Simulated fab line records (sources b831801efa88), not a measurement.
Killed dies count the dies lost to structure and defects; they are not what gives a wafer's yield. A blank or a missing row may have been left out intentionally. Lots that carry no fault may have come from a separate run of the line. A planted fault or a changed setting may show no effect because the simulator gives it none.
The same fault as seen by 2 desks -- flow sky130 -- numbers are kept per desk, each desk with only its own; the story behind them comes last

== METROLOGY DESK ==
What the gauges read for every lot (on any tool): the sampled wafers with a number, averaged. Any lot whose mean is over 4 standard deviations away from the usual mean is out of limits and marked OUT; that distance is given in the brackets.
Columns: A = NWELL_RS at SKY_NWELL_RS_MEAS_29, usual 627.3 ohm/sq; B = VT_ADJUST_HVTP_OVL at SKY_VT_ADJUST_HVTP_OVL_MEAS_08, usual 0.7 nm
lot,first seen here,A,B
L646,day 5 04:31,626.2,0.6
L647,day 5 09:42,629.2,0.7
L648,day 5 20:14,625.8,0.3
L649,day 6 02:28,625.7,2.0
L651,day 6 12:15,626.7,1.2
L652,day 6 21:05,627.2,2.3
L653,day 7 05:28,626.7,-0.4
L654,day 7 09:23,626.5,0.3
L661,day 9 02:19,629.0,-0.4
L664,day 9 17:56,626.2,0.8
L667,day 10 13:29,626.5,1.1
L668,day 10 22:17,626.8,-0.8
L669,day 11 04:46,625.9,1.6
This desk's finding: nothing out of limits on any of the 13 lots.

== AT THE TOOL OWNER'S DESK: litho track-03 ==
Per lot that ran on this tool, the mean of the sampled wafers carrying a number, from the tool's own readings at SKY_RES_PROTECT_DEHYDRATE_00 (time 60 s). Any lot whose mean is over 4 standard deviations away from the usual mean is out of limits and marked OUT; that distance is given in the brackets.
Columns: A = heater power total W at SKY_RES_PROTECT_DEHYDRATE_00, usual 160.37 W; B = plate temp C at SKY_RES_PROTECT_DEHYDRATE_00, usual 199.98 C
lot,first seen here,A,B
L646,day 14 11:37,160.43,200.09
L647,day 14 17:25,160.36,199.98
L651,day 16 06:58,160.35,200.07
L653,day 17 09:10,160.49,199.90
L661,day 19 21:28,164.16 (+32) OUT,203.54 (+22) OUT
L664,day 20 22:22,164.09 (+31) OUT,203.67 (+23) OUT
This desk finds L661, L664 out of limits, L661 being first, at day 19 21:28 (heater power total W at SKY_RES_PROTECT_DEHYDRATE_00). L646, L647, L651, L653 stayed within limits.

== PUT TOGETHER ==
On L661, L664, at day 19 21:28, an alarm was possible from the tool owner's desk.
From the metrology desk's view, nothing was out of limits.
The metrology desk holds a record of L661, L664, inside its limits.
Of the lots named, all ran SKY_RES_PROTECT_DEHYDRATE_00 on litho track-03.

== WHAT THE SIMULATOR HAD PUT IN ==
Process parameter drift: litho track-03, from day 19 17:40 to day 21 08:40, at SKY_RES_PROTECT_DEHYDRATE_00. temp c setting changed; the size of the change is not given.
Lots struck among those shown: L661, L664.
Time in hours from fault onset to the first out-of-limits reading at each desk: the tool owner's desk, 4.
